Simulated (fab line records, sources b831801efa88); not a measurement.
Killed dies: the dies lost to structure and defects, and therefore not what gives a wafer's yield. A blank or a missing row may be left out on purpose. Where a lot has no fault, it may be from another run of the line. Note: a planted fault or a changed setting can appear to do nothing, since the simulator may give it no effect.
2 desks looking at one fault || flow sky130 || every desk sees just its own numbers, and what lay behind them comes last

DESK OF THE TOOL OWNER: rie-metal-04
The tool's own readings at SKY_CAPM_METAL_ETCH_13 (etches TiN in Cl2/BCl3, stops on SiO2, target depth 220 nm, time 62.9 s): means of the sampled wafers that have a number, for each lot that ran on this tool. Any lot whose mean is over 4 standard deviations away from the usual mean is out of limits and marked OUT; that distance is given in the brackets.
Columns: A = bcl3-flow-sccm at SKY_CAPM_METAL_ETCH_13, usual 30.01 sccm; B = drypump-motor-current-A at SKY_CAPM_METAL_ETCH_13, usual 5.6 A; C = oes-product-au at SKY_CAPM_METAL_ETCH_13, usual 0.939 a.u.; D = run-length-s at SKY_CAPM_METAL_ETCH_13, usual 91.3 s; E = throttle-valve-pct at SKY_CAPM_METAL_ETCH_13, usual 21.903 %
{"lot": "L238", "first seen here": "day 38 11:52", "A": 30.07, "B": 5.8, "C": 0.938, "D": 91.7, "E": 21.904}
{"lot": "L240", "first seen here": "day 39 04:47", "A": 29.97, "B": 5.7, "C": 0.932, "D": 92.3, "E": 21.901}
{"lot": "L246", "first seen here": "day 40 17:47", "A": 30.10, "B": 5.8, "C": 0.914, "D": "94.1 (+6.8) OUT", "E": 21.912}
This desk's finding: out of limits on L246; first on L246, day 40 17:47 (run-length-s at SKY_CAPM_METAL_ETCH_13). L238, L240: within limits.

THE METROLOGY DESK
What the gauges read, lot by lot, whatever tool the lot ran on: means of the sampled wafers that have a number. Any lot whose mean is over 4 standard deviations away from the usual mean is out of limits and marked OUT; that distance is given in the brackets.
Columns: A = CAPM_CVD_00_THK at SKY_CAPM_THK_MEAS_01, usual 15.63 nm; B = CAPM_TIN_RS at SKY_CAPM_RS_MEAS_03, usual 6.93 ohm/sq; C = CAPM_TIN_THK at SKY_CAPM_THK_MEAS_04, usual 199.1 nm; D = CAPM_OVL at SKY_CAPM_OVL_MEAS_12, usual -0.7 nm; E = cd-nm at SKY_METAL3_CD_MEAS_13, usual 300.1 nm; F = METAL3_OVL at SKY_METAL3_OVL_MEAS_14, usual 3 nm
{"lot": "L237", "first seen here": "day 37 07:08", "A": 15.59, "B": 6.92, "C": 199.4, "D": -1.3, "E": 299.9, "F": 9}
{"lot": "L238", "first seen here": "day 37 10:37", "A": 15.41, "B": 6.94, "C": 198.3, "D": 0.1, "E": 300.1, "F": -3}
{"lot": "L240", "first seen here": "day 38 03:55", "A": 15.85, "B": 6.94, "C": 200.1, "D": -0.3, "E": 301.1, "F": 5}
{"lot": "L245", "first seen here": "day 39 08:56", "A": 15.76, "B": 6.97, "C": 197.5, "D": -1.1, "E": 298.1, "F": 6}
{"lot": "L246", "first seen here": "day 39 17:26", "A": 15.29, "B": 7.00, "C": 196.7, "D": -0.3, "E": 299.1, "F": 2}
{"lot": "L251", "first seen here": "day 41 08:59", "A": 15.64, "B": 6.98, "C": 196.4, "D": -2.2, "E": 299.8, "F": 1}
Finding of this desk: none of the 6 lots has anything out of limits.

PUT TOGETHER
An alarm could have come from the tool owner's desk at day 40 17:47, on L246.
Metrology desk: nothing out of limits seen.
The metrology desk has L246 on record, within its limits.
All the named lots went through SKY_CAPM_METAL_ETCH_13 on rie-metal-04.

WHAT THE SIMULATOR PUT IN
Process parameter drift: rie-metal-04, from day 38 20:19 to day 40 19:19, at SKY_CAPM_METAL_ETCH_13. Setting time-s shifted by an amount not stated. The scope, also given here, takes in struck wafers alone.
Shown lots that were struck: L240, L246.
Time in hours from fault onset to the first out-of-limits reading at each desk: the tool owner's desk, 45.
